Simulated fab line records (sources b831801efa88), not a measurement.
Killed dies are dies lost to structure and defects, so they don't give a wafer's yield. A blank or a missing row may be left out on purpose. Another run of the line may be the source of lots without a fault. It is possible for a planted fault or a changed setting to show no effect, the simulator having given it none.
A lot that was struck, set against a sound lot | flow sky130 | 14 steps out of a route of 708
Sound: these wafers, L950.3, L950.5, L950.6. Wafers struck: L955.1, L955.3, L955.5. The cause is named last.
At each step with rows: each side's tool, then ch and its chambers, then its first start. Under that, the readings that differ: sound wafers | struck wafers | difference of the means | sigmas: that difference in standard deviations of wafers without a fault.
alike: same words and numbers on both sides, and readings whose means sit less than 2 such deviations apart. not compared: any withheld reading, any reading some wafer has no value for, any bound like >300 that may hide the same value, and any number with overlapping values for which the record gives no deviation.
A row with sigmas, a row that says differs or no value, or rows on one side alone: a step with any of these is where the two part. When numbers do not overlap yet have no deviation, they are printed without sigmas and do not part them. Lack of a reading on every wafer of one side parts them only where that side has two or more wafers.

first, 1 step without rows for these wafers: SKY_NWELL_IMPLANT_24.
SKY_NWELL_STRIP_25: strips in O2/N2.
  sound on plasma-asher-04 ch 0,1, day 7 15:09; struck on plasma-asher-03 ch 0,1, day 8 23:29
  alike: drypump-motor-current-A, oes-product-au, strip-time-to-endpoint-s
  not compared: rf-hours-counter-h
SKY_NWELL_TW_MEAS_26:
  sound: film-metro-02 at day 7 15:14; struck: film-metro-04 at day 8 23:35
  alike: NWELL_2_TW
then, 1 step without rows for these wafers: SKY_NWELL_CLEAN_27 (cleans in SC1/SC2, time 150 s).
SKY_NWELL_RTA_28: time 30 s.
  sound on rtp-anneal-02 ch 0, day 7 15:22; struck on rtp-anneal-01 ch 0, day 8 23:42
  alike: chamber-o2-ppm, lamp-power-pct, wafer_temp_C_max
SKY_NWELL_RS_MEAS_29: measurement is done with a four-point probe.
  sound: film-metro-04 at day 7 15:28; struck: film-metro-04 at day 8 23:48
  alike: NWELL_RS
SKY_NWELL_RS_MEAS_31: measurement is done with a four-point probe.
  sound: film-metro-04 at day 7 15:42; struck: film-metro-04 at day 9 00:02
  alike: PWDE_RS
then, 4 steps without rows for these wafers: SKY_VT_ADJUST_HVTP_DEHYDRATE_00 (time 60 s); SKY_VT_ADJUST_HVTP_HMDS_01 (prime time 60 s); SKY_VT_ADJUST_HVTP_COAT_02 (resist thk 1140 nm); SKY_VT_ADJUST_HVTP_SOFTBAKE_03 (time 60 s).
SKY_VT_ADJUST_HVTP_EXPOSE_04: exposes mask HVTPM, target cd 380 nm.
  sound on iline-stepper-02 ch 0, day 8 01:19; struck on iline-stepper-01 ch 0, day 9 11:03
  reading              | sound                | struck               | difference | sigmas
  exposure-dose-mJ-cm2 | 139.82 139.97 139.97 | 137.93 138.00 138.05 | -1.93      | -11
  alike: mask
following that, these wafers have no rows for 1 step: SKY_VT_ADJUST_HVTP_PEB_05.
-- the record jumps here: 40 days lie between the struck wafers' starts before and after (it left off in module VT_ADJUST_HVTP and takes up again in module PAD_OPEN, whose first step shown is number 708 of the route) --
SKY_PAD_OPEN_PROBE_99:
  sound: prober-02 at day 48 02:00; struck: prober-01 at day 49 10:05
  alike: killed_at_M0_to_M3, killed_at_M4_up, killed-at-contacts, killed-at-front-end, killed-at-other, killed-dies, killed-open, killed-short

## WHERE THEY PART
Within this record, at SKY_VT_ADJUST_HVTP_EXPOSE_04 only. Later steps at which nothing parts them and some readings are alike: SKY_PAD_OPEN_PROBE_99.

WHY: what had been put in by the simulator
Process parameters drifting: iline-stepper-01 at SKY_VT_ADJUST_HVTP_EXPOSE_04, beginning at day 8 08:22. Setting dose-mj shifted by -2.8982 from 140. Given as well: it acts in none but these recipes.
